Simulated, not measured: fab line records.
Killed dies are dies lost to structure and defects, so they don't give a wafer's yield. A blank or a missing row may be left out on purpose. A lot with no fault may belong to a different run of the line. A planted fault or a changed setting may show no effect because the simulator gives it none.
The tool behind it: which one? ; flow sky130 ; Sampling: 12 lots, 36 wafers, 5 of 708 route steps

## WHAT THE GAUGES READ, wafer by wafer
SKY_FIELD_ISO_THK_MEAS_23. Usual: FIELD_ISO_OXIDATION_01_THK typically reads 10.07 nm, with standard deviation 0.16.
lot;measured;on;FIELD_ISO_OXIDATION_01_THK (nm);flag
L827;day 2 08:34;film metro-03;9.95 10.06 10.11;
L830;day 3 01:04;film metro-02;10.30 10.05 10.18;
L831;day 3 05:10;film metro-03;10.00 9.95 10.09;
L832;day 3 08:47;film metro-03;9.99 10.10 10.08;
L834;day 3 21:10;film metro-03;10.17 10.07 10.14;
L839;day 5 01:34;film metro-02;9.93 9.91 9.89;
L840;day 5 04:28;film metro-04;10.26 10.37 10.22;
L841;day 5 09:51;film metro-03;10.11 9.99 10.15;
L846;day 6 09:49;film metro-03;10.17 10.17 10.16;
L847;day 6 15:53;film metro-03;10.19 10.14 10.13;
L849;day 7 01:16;film metro-02;10.05 10.08 9.99;
L850;day 7 06:51;film metro-03;9.90 10.25 10.05;

SKY_GATE_OXIDE_TW_MEAS_14. Usual: GATE_OXIDE_TW typically reads 225.3, with standard deviation 1.1.
lot;measured;on;GATE_OXIDE_TW;flag
L827;day 13 16:07;film metro-01;225.7 223.5 223.9;
L830;day 14 19:22;film metro-02;223.2 222.0 224.7;
L831;day 15 07:53;film metro-01;226.1 227.6 226.1;
L832;day 15 18:35;film metro-01;224.9 227.1 226.5;
L834;day 16 12:02;film metro-01;225.4 225.9 224.9;
L839;day 18 08:57;film metro-02;209.8 209.3 209.4;OFF
L840;day 18 13:31;film metro-03;209.1 209.3 210.2;OFF
L841;day 19 02:50;film metro-02;223.5 222.7 223.4;
L846;day 20 19:11;film metro-03;226.1 227.6 226.3;
L847;day 21 01:46;film metro-03;225.8 226.0 226.0;
L849;day 21 18:14;film metro-02;225.8 225.6 225.3;
L850;day 22 01:58;film metro-03;226.2 224.7 226.2;

SKY_SD_N_RS_MEAS_16: measurement is done with a four-point probe. Usual: SD_N_RS typically reads 68.61 ohm/sq, with standard deviation 0.11.
lot;measured;on;SD_N_RS (ohm/sq);flag
L827;day 27 16:35;film metro-01;68.72 68.66 68.74;
L830;day 28 23:11;film metro-02;68.62 68.62 68.47;
L831;day 29 09:03;film metro-02;68.57 68.46 68.53;
L832;day 30 00:35;film metro-04;68.63 68.64 68.55;
L834;day 30 15:44;film metro-04;68.54 68.84 68.46;
L839;day 32 03:11;film metro-04;68.63 68.65 68.77;
L840;day 32 11:56;film metro-04;68.62 68.65 68.52;
L841;day 32 21:02;film metro-04;68.80 68.65 68.42;
L846;day 34 08:01;film metro-01;68.75 68.74 68.62;
L847;day 34 14:35;film metro-02;68.39 68.49 68.60;
L849;day 35 06:38;film metro-04;68.58 68.55 68.67;
L850;day 35 13:37;film metro-04;68.58 68.64 68.45;

## WHICH TOOL RAN EACH LOT (tool, then ch and the chambers of the sampled wafers, then the start)
lot;SKY_SONOS_ONO_STRIP_17;SKY_GATE_OXIDE_IMPLANT_11
L827;plasma asher-03 ch 0,1, day 12 12:22;implanter-02 ch 0, day 13 15:46
L830;plasma asher-03 ch 0,1, day 13 15:10;implanter-03 ch 0, day 14 19:01
L831;plasma asher-01 ch 1, day 14 01:37;implanter-03 ch 0, day 15 07:34
L832;plasma asher-03 ch 0,1, day 14 12:22;implanter-04 ch 0, day 15 18:14
L834;plasma asher-03 ch 0,1, day 15 04:46;implanter-04 ch 0, day 16 11:41
L839;plasma asher-03 ch 0,1, day 17 00:28;implanter-04 ch 0, day 18 08:35
L840;plasma asher-01 ch 0,1, day 17 06:36;implanter-04 ch 0, day 18 13:11
L841;plasma asher-01 ch 0, day 17 18:28;implanter-03 ch 0, day 19 02:29
L846;plasma asher-01 ch 1, day 19 10:34;implanter-03 ch 0, day 20 18:44
L847;plasma asher-03 ch 0, day 19 17:34;implanter-02 ch 0, day 21 01:17
L849;plasma asher-01 ch 0,1, day 20 08:55;implanter-04 ch 0, day 21 17:53
L850;plasma asher-03 ch 0,1, day 20 16:10;implanter-04 ch 0, day 22 01:38
- SKY_SONOS_ONO_STRIP_17: strips in O2/N2.
- SKY_GATE_OXIDE_IMPLANT_11

## WHAT THE TOOLS THEMSELVES READ (means of the sampled wafers that have a number; where no wafer has one, the mark that the record gives instead)
SKY_SONOS_ONO_STRIP_17. Usual: drypump motor current A 5.9 A, standard deviation 0.58; oes product au 0.710 a.u., standard deviation 0.0047; strip time to endpoint s 14.08 s, standard deviation 0.046.
lot;tool;drypump motor current A (A);oes product au (a.u.);strip time to endpoint s (s);flag
L827;plasma asher-03;5.2;0.705;14.13;
L830;plasma asher-03;5.2;0.715;14.10;
L831;plasma asher-01;6.1;0.712;14.07;
L832;plasma asher-03;5.2;0.714;14.03;
L834;plasma asher-03;5.2;0.714;14.10;
L839;plasma asher-03;5.2;0.710;14.07;
L840;plasma asher-01;6.2;0.711;14.00;
L841;plasma asher-01;6.6;0.713;14.00;
L846;plasma asher-01;6.1;0.711;14.12;
L847;plasma asher-03;4.9;0.711;14.10;
L849;plasma asher-01;6.4;0.707;14.07;
L850;plasma asher-03;5.5;0.710;14.05;

SKY_GATE_OXIDE_IMPLANT_11. Usual: dose ions cm2 2.5992e+12, standard deviation 2.8e+09; faraday current uA 14.68, standard deviation 0.28.
lot;tool;dose ions cm2;faraday current uA;flag
L827;implanter-02;2.5999e+12;14.83;
L830;implanter-03;2.6021e+12;14.66;
L831;implanter-03;2.5999e+12;14.85;
L832;implanter-04;2.6019e+12;14.35;
L834;implanter-04;2.6017e+12;14.71;
L839;implanter-04;2.0303e+12;11.42;OFF
L840;implanter-04;2.0334e+12;11.43;OFF
L841;implanter-03;2.6007e+12;14.77;
L846;implanter-03;2.6014e+12;14.69;
L847;implanter-02;2.5951e+12;14.84;
L849;implanter-04;2.5968e+12;14.69;
L850;implanter-04;2.5970e+12;14.75;

## THE ANSWER, worked out from the rows above alone
Rule: a lot is off if the mean of its wafers that have a number lies more than 3 standard deviations from the usual mean. Also off: a lot with no number at a reading for which 4 or more lots have one. All remaining lots with rows at the step are treated as sound. After the gauges, taken in route order, come the tools' own readings; for these a lot's mean is taken, as printed above. The first step at which some lot is off is used, and at that step the reading that is off furthest; a lot without a number counts as furthest.
Off: L839, L840, seen at SKY_GATE_OXIDE_TW_MEAS_14 (GATE_OXIDE_TW).
A tool fits if, at a process step before that reading, it ran every lot that is off, and no sound lot after the first of them. Not tried: the gauges at SKY_GATE_OXIDE_TW_MEAS_14; whatever is off there is also off at SKY_GATE_OXIDE_IMPLANT_11, on other tools, and gauge error can't account for it. Not one of the candidates tried fits.

## WHAT WAS PUT IN BY THE SIMULATOR
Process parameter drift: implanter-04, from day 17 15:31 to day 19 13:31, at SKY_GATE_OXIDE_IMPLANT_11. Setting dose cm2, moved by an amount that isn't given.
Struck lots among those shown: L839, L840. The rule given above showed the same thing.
